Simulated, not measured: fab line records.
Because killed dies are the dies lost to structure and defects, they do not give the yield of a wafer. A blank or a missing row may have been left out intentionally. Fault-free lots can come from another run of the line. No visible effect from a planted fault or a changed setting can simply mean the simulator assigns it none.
Problem report, 8D (eight disciplines) form, completed by code ; flow gf180mcu ; the parts of the form that need people (team, actions taken, sign-off) are left out

## 1. PROBLEM STATEMENT
STI_CVD_23_THK at GF_STI_THK_MEAS_24 reads a mean of 1105 nm on 4 wafers of 3 lots; wafers without a fault read 631 nm with a standard deviation of 8.3. Measured from the usual mean, that is +57 standard deviations.
Earliest sighting: wafer L852.1 on film-metro-04 at day 5 13:44. Wafers with a number at this step in the record: 39, from 13 lots. The rule behind "out" and "out of limits": a value lying over 4 standard deviations away from the usual mean. The other wafers with a number count as sound.

## 2. WHAT IT IS, WHAT IT ISN'T
question;is;is not
which readings at this step;STI_CVD_23_THK;-
which lots;L852, L853, L855;L836, L838, L840, L841, L845, L846, L847, L850, L856, L859
which wafers of those lots;L852.1, L853.3, L855.1, L855.3;L852.4, L852.5, L853.2, L853.6, L855.6
read on which gauges;film-metro-03, film-metro-04;film-metro-01
when;from day 5 13:44;"up to then (26 sound wafers); but 9 sound wafers of L853, L855, L856, L859 came after"

## 3. SUSPECTS, AND WHAT RULES EACH OUT
Counting: any tool at a process step up to the reading remains a suspect provided it ran every lot that is out. Sound lots after the first of them don't rule it out here, since some wafers of a struck lot are sound.
- the gauge at GF_STI_THK_MEAS_24 is ruled out. Those wafers that are out were read across 2 gauges (film-metro-03, film-metro-04).
- hdpcvd-01 at GF_STI_CVD_23 (deposits SiO2, target thk 650 nm, time 108.3 s): kept. Ran every lot that is out, first one L852 (day 5 13:40); last sound lot up to then L847 (day 4 17:29).
Remaining after the count: hdpcvd-01 at GF_STI_CVD_23.

## 4. THE CAUSE (what the simulator had put in)
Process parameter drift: hdpcvd-01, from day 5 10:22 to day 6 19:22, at GF_STI_CVD_23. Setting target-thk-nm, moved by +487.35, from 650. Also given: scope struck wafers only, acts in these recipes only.
Only this tool survived the counting.

## 5. THE EFFECT CHAIN, in route order
Rows list readings where the struck wafers' mean (over those with a number) sits beyond 3 standard deviations from the usual. Scope: only readings with a usual standard deviation given in the record; hours: median across lots of the time from each lot's start at the first step in this table that gives one to its start at this step; sigmas: change in usual standard deviations.
hours;step;reading;usual;on struck wafers;change;sigmas
0;GF_STI_THK_MEAS_24;STI_CVD_23_THK;631 nm;1105;+474;+57
5;GF_STI_CMP_25;time-to-endpoint-s;117 s;204;+88;+13
The process steps in it:
- GF_STI_CMP_25: polishes, stops on Si3N4, t overpolish 33 s, target thk 524.6 nm.
At these later measuring or inspecting steps, every struck wafer for which the step has a row has a number for every such reading, and none has moved that far: GF_VT_IMPLANT_TW_MEAS_10, GF_VT_IMPLANT_TW_MEAS_21, GF_VT_IMPLANT_OVL_MEAS_40.

## 6. WHAT WOULD HAVE CAUGHT IT SOONER
In this record the first reading out of limits at a measuring or inspecting step was taken at day 5 13:44, 3 hours after the fault began at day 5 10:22.
Lots out: 3; of these, L853, L855 started GF_STI_CVD_23 on hdpcvd-01 after day 5 13:44. A hold on the tool at that time would have spared those 2.
